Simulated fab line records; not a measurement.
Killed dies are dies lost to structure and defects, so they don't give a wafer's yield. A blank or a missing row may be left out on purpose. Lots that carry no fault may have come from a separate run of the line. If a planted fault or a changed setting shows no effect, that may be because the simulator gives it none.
What tool caused it? | flow sky130 | 6 lots, 18 wafers sampled, at 4 steps of a route of 708

## WHAT EACH GAUGE READ, for each wafer
SKY_PASSIVATION_THK_MEAS_01.
lot  | measured     | on            | PASSIVATION_CVD_00_THK (nm)
L152 | day 44 00:57 | film metro-02 | 87.5 89.4 90.0
L155 | day 44 06:31 | film metro-01 | 89.5 91.5 90.5
L168 | day 48 05:30 | film metro-02 | 89.3 88.2 91.0
L169 | day 48 06:57 | film metro-03 | 88.3 88.8 90.0
L172 | day 48 20:57 | film metro-01 | 89.8 92.0 91.8

## TOOL THAT RAN EACH LOT (tool first, then ch and the chambers of the sampled wafers, then the start)
lot  | SKY_METAL4_ETCH_16                | SKY_METAL4_ETCH_17                 | SKY_VIA4_CMP_21
L152 | rie metal-03 ch 0,1, day 41 22:33 | rie diel-02 ch 1,3, day 41 22:39   | cmp-01 ch 0,3, day 43 01:09
L155 | rie metal-04 ch 0,1, day 42 04:40 | rie diel-02 ch 0,1, day 42 04:46   | cmp-01 ch 0,2,3, day 43 07:01
L164 | rie metal-03 ch 0,1, day 45 03:45 | rie diel-02 ch 0,3, day 45 03:51   | cmp-01 ch 1,2, day 46 03:40
L168 | rie metal-04 ch 0,1, day 46 10:56 | rie diel-03 ch 0,1,2, day 46 11:02 | cmp-01 ch 1,2, day 47 08:59
L169 | rie metal-03 ch 0,1, day 46 11:43 | rie diel-04 ch 1,2, day 46 11:49   | cmp-02 ch 0,1,3, day 47 10:32
L172 | rie metal-02 ch 0,1, day 47 04:24 | rie diel-03 ch 2,3, day 47 04:30   | cmp-02 ch 0,1,3, day 48 01:40
- SKY_METAL4_ETCH_16: etches BARC in N2/H2, stops on SiO2, time 88.2 s, target depth 60 nm.
- SKY_METAL4_ETCH_17: etches SiO2 in C4F8/O2/Ar, stops on TiN, time 3.9 s, target depth 15 nm.
- SKY_VIA4_CMP_21: polishes, stops on SiO2, t overpolish 25 s, target thk 0 nm.

## THE ANSWER, worked out from the rows above alone
Rule: usual is defined by the lots themselves. Put in order of their means at a reading, lots are off if they are a third of the lots or fewer, leave a main group of 4 or more, and stand apart from it by a gap of 3 or more times the standard deviation of the main group's means; of several such gaps the widest counts. If all means in a main group match to the digits the tables above print for the reading, that group is not used. A lot without any number at a reading at which 4 lots or more have one is off too. The other lots that the step has rows for count as sound.
None of the lots is off at any reading shown; this tells nothing.

## WHAT WAS PUT IN BY THE SIMULATOR
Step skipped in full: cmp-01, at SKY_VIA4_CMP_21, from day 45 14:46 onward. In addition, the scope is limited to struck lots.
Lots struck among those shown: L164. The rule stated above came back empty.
